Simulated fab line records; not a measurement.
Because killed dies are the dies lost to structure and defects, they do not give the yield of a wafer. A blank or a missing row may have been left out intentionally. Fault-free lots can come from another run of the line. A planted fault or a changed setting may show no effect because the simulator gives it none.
Matching of chambers    flow sky130    SKY_VIA1_CMP_24 on cmp-02 has 4 sister chambers
The step polishes, stops on SiO2, t overpolish 15 s, target thk 0 nm. 14 wafers are shown with their chamber, then 7 later ones without.

## WAFERS PAIRED WITH THEIR CHAMBERS
wafer   chamber  motor current A (A)  overpolish run s (s)  time to endpoint s (s)
L653.2  0        10.4                 14.999                64
L653.3  3        9.5                  15.010                65
L653.6  2        11.1                 14.995                64
L658.3  2        11.5                 15.006                75
L658.4  1        13.3                 15.009                68
L658.5  3        9.5                  15.012                70
L662.1  2        11.2                 14.997                71
L662.4  0        10.3                 14.990                65
L662.6  2        11.9                 14.999                68
L672.3  0        10.3                 14.996                64
L672.5  2        11.0                 15.018                66
L672.6  3        10.1                 15.014                70
L673.3  1        13.5                 14.993                62
L673.4  2        11.1                 14.976                66

SIGNATURES, as means of the wafers listed above
reading             chamber 0  chamber 1  chamber 2  chamber 3  scatter within a chamber
motor current A     10.333     13.400     11.300     9.700      0.291
overpolish run s    14.99500   15.00100   14.99850   15.01200   0.0107
time to endpoint s  64.33      65.00      68.33      68.33      3.42
Rule: for each reading, subtract the chamber's mean from the wafer's reading, divide by that reading's scatter and square the result; add these up over the readings and take the root, which gives the wafer's distance from the chamber. If the next closest chamber is less than 2 further off than the closest, the wafer can't be placed; otherwise it belongs to the closest. The scatter is the square root of a quotient: the sum, over the shown wafers, of each reading's squared deviation from its chamber's mean, divided by wafers minus chambers.

## WAFERS WITHOUT THEIR CHAMBER
wafer   motor current A (A)  overpolish run s (s)  time to endpoint s (s)
L673.5  11.5                 14.983                63
L674.1  10.1                 15.003                63
L674.3  10.3                 14.987                64
L674.4  14.2                 15.005                64
L675.1  11.1                 14.991                66
L675.2  13.8                 14.995                66
L675.3  10.0                 14.993                63

## WHICH CHAMBER EACH ONE RAN IN
wafer    from the rows above       in truth
L673.5   can't be placed: 2 or 0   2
L674.1   can't be placed: 0 or 3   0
L674.3   0                         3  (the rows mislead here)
L674.4   1                         1
L675.1   can't be placed: 2 or 0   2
L675.2   1                         1
L675.3   can't be placed: 0 or 3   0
Correct placement for 2 of the 7. From these rows, 4 cannot be placed; in 4 the true chamber is one of the candidates. Placed wrongly: 1.
